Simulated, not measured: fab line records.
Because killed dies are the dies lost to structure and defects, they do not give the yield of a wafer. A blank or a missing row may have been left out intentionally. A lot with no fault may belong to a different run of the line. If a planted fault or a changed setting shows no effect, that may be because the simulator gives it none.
Which tool was responsible?	flow sky130	12 lots with 36 wafers sampled at 3 steps, on a route of 708 steps

== WHAT EACH GAUGE READ, for each wafer ==
SKY_METAL3_OVL_MEAS_14. Usual: for METAL3_OVL the level is 4 nm and the standard deviation is 6.2.
lot	measured	on	METAL3_OVL (nm)	flag
L908	day 39 01:42	overlay-02	7 6 1	
L910	day 39 15:09	overlay-02	4 -3 1	
L909	day 39 20:17	overlay-02	7 6 5	
L912	day 40 03:02	overlay-01	14 21 12	
L919	day 41 17:22	overlay-01	3 9 1	
L920	day 42 07:35	overlay-01	10 14 6	
L921	day 42 15:10	overlay-01	6 2 4	
L923	day 42 19:33	overlay-02	2 4 0	
L924	day 43 23:20	overlay-02	10 0 8	
L925	day 43 23:41	overlay-02	0 5 3	
L930	day 44 17:14	overlay-02	13 6 7	
L931	day 44 18:24	overlay-01	0 -1 -2	

== WHAT TOOL EACH LOT RAN ON (gives the tool, then ch and the chambers of the sampled wafers, and finally the start) ==
lot	SKY_VIA2_CVD_21	SKY_METAL3_SPUTTER_04
L908	cvd w-02 ch 0,1, day 36 22:37	pvd sputter-04, day 36 23:20
L910	cvd w-01 ch 0,1, day 37 12:40	pvd sputter-04, day 37 13:23
L909	cvd w-02 ch 0,1, day 37 17:44	pvd sputter-04, day 37 18:27
L912	cvd w-01 ch 0,1, day 38 00:52	pvd sputter-03, day 38 01:35
L919	cvd w-01 ch 0,1, day 39 14:46	pvd sputter-03, day 39 15:26
L920	cvd w-02 ch 0,1, day 40 06:00	pvd sputter-04, day 40 06:43
L921	cvd w-02 ch 0,1, day 40 13:22	pvd sputter-02, day 40 14:02
L923	cvd w-02 ch 1, day 40 18:35	pvd sputter-04, day 40 19:19
L924	cvd w-01 ch 0,1, day 41 23:40	pvd sputter-03, day 42 00:21
L925	cvd w-02 ch 0,1, day 41 23:43	pvd sputter-02, day 42 00:26
L930	cvd w-01 ch 0,1, day 42 17:05	pvd sputter-03, day 42 17:49
L931	cvd w-02 ch 1, day 42 19:14	pvd sputter-02, day 42 19:58
- SKY_VIA2_CVD_21: deposits W, target thk 420 nm, time 126.4 s.
- SKY_METAL3_SPUTTER_04: material TiN, target thk 70 nm, time 58.3 s.

== WHAT THE TOOLS THEMSELVES READ (means of the sampled wafers that have a number; where no wafer has one, the mark that the record gives instead) ==
SKY_VIA2_CVD_21. Usual: heater power w at 842 W, with a standard deviation of 59.
lot	tool	heater power w (W)	flag
L908	cvd w-02	861	
L910	cvd w-01	816	
L909	cvd w-02	859	
L912	cvd w-01	827	
L919	cvd w-01	825	
L920	cvd w-02	824	
L921	cvd w-02	804	
L923	cvd w-02	784	
L924	cvd w-01	840	
L925	cvd w-02	823	
L930	cvd w-01	876	
L931	cvd w-02	793	

SKY_METAL3_SPUTTER_04. Usual: throttle valve pct at 30.2 %, with a standard deviation of 0.97.
lot	tool	throttle valve pct (%)	flag
L908	pvd sputter-04	31.0	
L910	pvd sputter-04	30.9	
L909	pvd sputter-04	30.7	
L912	pvd sputter-03	30.4	
L919	pvd sputter-03	30.4	
L920	pvd sputter-04	30.2	
L921	pvd sputter-02	29.0	
L923	pvd sputter-04	30.5	
L924	pvd sputter-03	30.2	
L925	pvd sputter-02	29.9	
L930	pvd sputter-03	29.6	
L931	pvd sputter-02	30.7	

== THE ANSWER, worked out from the rows above alone ==
Rule: a lot is off if the mean of its wafers that have a number lies more than 3 standard deviations from the usual mean. Also off: a lot with no number at a reading for which 4 or more lots have one. Any other lot the step has rows for is counted as sound. The gauges are gone through in route order, then the tools' own readings, and for those a lot's mean is taken as printed above. The first step at which some lot is off is used, and at that step the reading that is off furthest; a lot without a number counts as furthest.
Nothing can be told from this: no lot is off at any reading shown.

== WHAT THE SIMULATOR HAD INSERTED ==
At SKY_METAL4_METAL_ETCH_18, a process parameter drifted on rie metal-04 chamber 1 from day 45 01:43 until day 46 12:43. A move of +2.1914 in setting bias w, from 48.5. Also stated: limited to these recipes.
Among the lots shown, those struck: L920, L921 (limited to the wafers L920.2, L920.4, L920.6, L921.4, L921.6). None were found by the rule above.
